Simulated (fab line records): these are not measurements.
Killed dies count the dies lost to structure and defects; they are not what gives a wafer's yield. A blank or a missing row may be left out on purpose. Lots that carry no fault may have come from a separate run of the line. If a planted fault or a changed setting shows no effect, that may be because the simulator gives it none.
Split-lot trial    flow sfq line    route with 325 steps; 5 lots, 23 wafers read

## ABOUT THE SPLIT
At SFQ_TRILAYER_I2_DEP_PECVD_063 (deposits SiO2 from SiH4/N2O, time 111.11 s, target thk 500 nm), the setting time s was moved away from the recipe's 111.11 s on 5 of the 23 wafers read, by -7.0% to +6.7%. This setting was run at the recipe's value on the other wafers.

The split's own step is where the reading is taken.

## THE READING
SiO2_of_TRILAYER_I2_DEP_PECVD_063.thk nm (the simulator's own value, which no gauge read), in nm, at SFQ_TRILAYER_I2_DEP_PECVD_063 (deposits SiO2 from SiH4/N2O, time 111.11 s, target thk 500 nm). No usual value for it is given in the file. Here, 18 wafers ran the recipe; their average is 503.1 nm with a standard deviation of 8.3 nm.

wafer   tool, chamber at the split  time s as run, s  against the recipe  SiO2_of_TRILAYER_I2_DEP_PECVD_063.thk nm, nm  against lot-mates on the recipe
L074.4  pecvd-03, 2                 111.11            recipe              500.2                                         -
L074.5  pecvd-03, 0                 111.11            recipe              502.5                                         -
L074.6  pecvd-03, 1                 111.11            recipe              500.8                                         -
L076.1  pecvd-01, 2                 111.11            recipe              502.4                                         -
L076.2  pecvd-01, 0                 103.3             -7.0%               473.9                                         -33.7
L076.3  pecvd-01, 1                 111.11            recipe              504.8                                         -
L076.4  pecvd-01, 2                 103.3             -7.0%               477.3                                         -30.3
L076.6  pecvd-01, 0                 111.11            recipe              515.5                                         -
L080.1  pecvd-01, 0                 111.11            recipe              508.3                                         -
L080.2  pecvd-01, 1                 111.11            recipe              501.5                                         -
L080.4  pecvd-01, 2                 111.11            recipe              517.8                                         -
L080.5  pecvd-01, 0                 111.11            recipe              515.1                                         -
L080.6  pecvd-01, 1                 111.11            recipe              514.6                                         -
L084.2  pecvd-03, 1                 111.11            recipe              487.9                                         -
L084.3  pecvd-03, 0                 111.11            recipe              489.2                                         -
L084.4  pecvd-03, 0                 111.11            recipe              495.6                                         -
L084.5  pecvd-03, 2                 111.11            recipe              501.7                                         -
L084.6  pecvd-03, 1                 111.11            recipe              499.2                                         -
L085.1  pecvd-01, 0                 111.11            recipe              502.5                                         -
L085.2  pecvd-01, 2                 118.5             +6.7%               537.1                                         +38.1
L085.3  pecvd-01, 1                 111.11            recipe              495.6                                         -
L085.5  pecvd-01, 2                 118.5             +6.7%               548.5                                         +49.4
L085.6  pecvd-01, 0                 118.5             +6.7%               540.6                                         +41.6

THE FIT
A straight line over all 23 wafers: SiO2_of_TRILAYER_I2_DEP_PECVD_063.thk nm changes by +4.99 nm for each +1% of time s; r = +0.89; the points scatter about the line by 8.4 nm.
The same after taking each lot's own level away (the mean of its wafers on the recipe; 23 wafers): +5.61 nm for each +1%; r = +0.96; scatter 5.7 nm.
Per that fit: largest time s move, reading shift of 39 nm.
The span of the lots' own levels, 494.72 to 511.46 nm, comes to 2.0 times the standard deviation stated above.
In other words, the slope is changed by the lot-to-lot level; the two fits disagree.
Check: with one of the wafers moved furthest among these (-7.0%) left out of the fit, the line predicts -39.7 nm for it against its lot-mates. Against them it came out at -33.7 nm.

## THESE WAFERS: OTHER SPLITS
These wafers also went through other splits before the reading. Each is held against what the fit with the lots' levels taken away leaves over:
other split on the same wafers                     wafers away from the commonest value  r with SiO2_of_TRILAYER_I2_DEP_PECVD_063.thk nm (lot level and that fit taken away)
SFQ_TRILAYER_I1_VIA_BARC_OPEN_VIA_ETCH_071 time s  6                                     +0.15
SFQ_TRILAYER_M2_LITHO_COAT_057 spin rpm            5                                     +0.04

## FILE'S OWN FIT
SiO2_of_TRILAYER_I2_DEP_PECVD_063.thk nm changes by +5.45 nm for each +1% of time s, r = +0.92.
